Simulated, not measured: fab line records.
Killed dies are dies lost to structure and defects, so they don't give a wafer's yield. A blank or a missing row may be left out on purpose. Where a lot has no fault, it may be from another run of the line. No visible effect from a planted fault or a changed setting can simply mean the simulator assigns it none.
Struck lot and sound lot, side by side	flow sky130	15 out of 708 route steps
Sound: the wafers L189.2, L189.3, L189.5. The struck wafers were L197.1, L197.3. The cause is given at the end.
Order at every step that has rows: each side's tool, ch and its chambers, its first start. Under that, the readings that differ: sound wafers	struck wafers	difference of the means	sigmas: that difference in standard deviations of wafers without a fault.
alike: a reading whose means differ by less than 2 such deviations, as well as words and numbers matching on both sides. not compared: withheld readings; readings where some wafer has no value; bounds like >300 that might hide an equal value; numbers whose values overlap and for which the record gives no deviation.
A row with sigmas, a row that says differs or no value, or rows on one side alone: a step with any of these is where the two part. Numbers that have no deviation but don't overlap get no sigmas and don't part them. A reading that every wafer of one side lacks parts them only if that side has two wafers or more.

first, 4 steps without rows for these wafers: SKY_SD_P_SOFTBAKE_03 (time 60 s); SKY_SD_P_EXPOSE_04 (exposes mask PSDM, target cd 380 nm); SKY_SD_P_PEB_05; SKY_SD_P_DEVELOP_06 (develop time 60 s).
SKY_SD_P_CD_MEAS_07: the cd target is 380 nm.
  sound on cdSem-01, day 28 14:18; struck on cdSem-01, day 31 13:46
  alike: cdNm
SKY_SD_P_OVL_MEAS_08:
  sound on overlay-02, day 28 14:25; struck on overlay-02, day 31 13:53
  alike: SD_P_OVL
after that, 1 step had no rows for these wafers: SKY_SD_P_IMPLANT_09.
SKY_SD_P_STRIP_10: strips in O2/N2.
  sound on plasmaAsher-04 ch 0,1, day 28 14:35; struck on plasmaAsher-04 ch 0,1, day 31 14:04
  alike: drypumpMotorCurrentA, n2FlowSccm, oesProductAu, stripTimeToEndpointS
  not compared: rfHoursCounterH
SKY_SD_P_TW_MEAS_11:
  sound on filmMetro-01, day 28 14:42; struck on filmMetro-02, day 31 14:10
  alike: SD_P_TW
then, 3 steps without rows for these wafers: SKY_RES_XHIGH_DEHYDRATE_00 (time 60 s); SKY_RES_XHIGH_HMDS_01 (prime time 60 s); SKY_RES_XHIGH_COAT_02 (resist thk 1140 nm).
SKY_RES_XHIGH_SOFTBAKE_03: time 60 s.
  sound on lithoTrack-02 ch 0, day 29 05:08; struck on lithoTrack-02 ch 0, day 32 03:34
reading	sound	struck	difference	sigmas
runLengthS (s)	89.02 88.99 89.33	95.14 95.19	+6.05	+36
then, 1 step without rows for these wafers: SKY_RES_XHIGH_EXPOSE_04 (exposes mask URPM, target cd 1270 nm).
-- record jumps: 18 days separate the struck wafers' starts on either side; left off in module RES_XHIGH, taken up again in module PAD_OPEN, whose first shown step is the route's number 708 --
SKY_PAD_OPEN_PROBE_99:
  sound on prober-02, day 48 00:27; struck on prober-01, day 49 21:07
  alike: killed_at_M0_to_M3, killed_at_M4_up, killedAtContacts, killedAtFrontEnd, killedAtOther, killedDies, killedOpen, killedShort

WHERE THEY PART
Only at SKY_RES_XHIGH_SOFTBAKE_03, within this record. Later steps at which nothing parts them and some readings are alike: SKY_PAD_OPEN_PROBE_99.

WHY: whatever the simulator had introduced
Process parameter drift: lithoTrack-02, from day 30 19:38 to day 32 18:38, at SKY_RES_XHIGH_SOFTBAKE_03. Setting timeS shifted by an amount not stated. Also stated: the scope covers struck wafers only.
